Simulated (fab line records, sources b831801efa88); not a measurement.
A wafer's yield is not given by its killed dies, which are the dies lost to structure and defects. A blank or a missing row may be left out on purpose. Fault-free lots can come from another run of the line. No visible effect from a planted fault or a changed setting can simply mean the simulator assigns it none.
One fault seen from 2 desks + flow sky130 + only its own numbers are on each desk; what lay behind them is given at the end

== DESK OF THE TOOL OWNER: implanter-04 ==
For each lot that ran on this tool, the mean over its sampled wafers that have a number, from the tool's own readings at SKY_SD_N_IMPLANT_09. The brackets show how far a lot's mean lies from the usual mean; more than 4 standard deviations puts the lot out of limits, marked OUT.
Columns: A = beamEnergyKeV at SKY_SD_N_IMPLANT_09, usual 49.999
| lot  | first seen here | A                        |
|------|-----------------|--------------------------|
| L752 | day 30 07:51    | 50.005                   |
| L754 | day 31 05:36    | 50.001                   |
| L757 | day 32 02:27    | 49.997                   |
| L758 | day 32 10:39    | 49.993                   |
| L765 | day 34 09:35    | 38.266 (-99 or more) OUT |
| L766 | day 34 20:21    | 38.301 (-99 or more) OUT |
Finding of this desk: L765, L766 out of limits; the first was L765 at day 34 09:35, on beamEnergyKeV at SKY_SD_N_IMPLANT_09. L752, L754, L757, L758 stayed within limits.

== METROLOGY DESK ==
What the gauges read for every lot (on any tool): the sampled wafers with a number, averaged. The brackets show how far a lot's mean lies from the usual mean; more than 4 standard deviations puts the lot out of limits, marked OUT.
Columns: A = SD_N_TW at SKY_SD_N_TW_MEAS_12, usual 3975; B = SD_N_RS at SKY_SD_N_RS_MEAS_16, usual 68.56 ohm/sq; C = LOCAL_INTERCONNECT_TIN_THK at SKY_LOCAL_INTERCONNECT_THK_MEAS_02, usual 100.0 nm; D = CONTACT_BOW at SKY_CONTACT_BOW_MEAS_05, usual 80 um
| lot  | first seen here | A               | B               | C     | D  |
|------|-----------------|-----------------|-----------------|-------|----|
| L746 | day 28 03:19    | 4010            | 68.66           | 101.1 | 82 |
| L747 | day 28 10:00    | 3996            | 68.58           | 99.7  | 80 |
| L749 | day 29 09:48    | 4021            | 68.65           | 101.0 | 79 |
| L751 | day 30 05:33    | 4003            | 68.52           | 100.3 | 79 |
| L752 | day 30 08:15    | 3980            | 68.63           | 99.1  | 76 |
| L754 | day 31 06:00    | 3920            | 68.58           | 99.3  | 85 |
| L755 | day 31 15:06    | 4030            | 68.60           | 99.4  | 80 |
| L757 | day 32 02:51    | 3893            | 68.62           | 98.3  | 77 |
| L758 | day 32 11:01    | 3902            | 68.58           | 99.1  | 81 |
| L765 | day 34 09:59    | 3640 (-6.1) OUT | 77.88 (+93) OUT | 99.3  | 72 |
| L766 | day 34 20:45    | 3769            | 77.89 (+93) OUT | 100.9 | 72 |
This desk's result: L765, L766 out of limits, first on L765 (SD_N_TW at SKY_SD_N_TW_MEAS_12), day 34 09:59. L746, L747, L749, L751, L752, L754, L755, L757, L758 stayed within limits.

== BROUGHT TOGETHER ==
On L765, L766, at day 34 09:35, an alarm was possible from the tool owner's desk.
At day 34 09:59 the metrology desk could have sounded an alarm, on L765, L766.
The lots listed all ran SKY_SD_N_IMPLANT_09 on implanter-04.

== WHAT HAD BEEN PUT IN BY THE SIMULATOR ==
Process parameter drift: implanter-04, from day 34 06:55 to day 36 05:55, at SKY_SD_N_IMPLANT_09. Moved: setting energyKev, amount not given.
Shown lots that were struck: L765, L766.
Delay (hours) between the fault's onset and each desk's first out-of-limits reading: 3 at the tool owner's desk, 3 at the metrology desk.
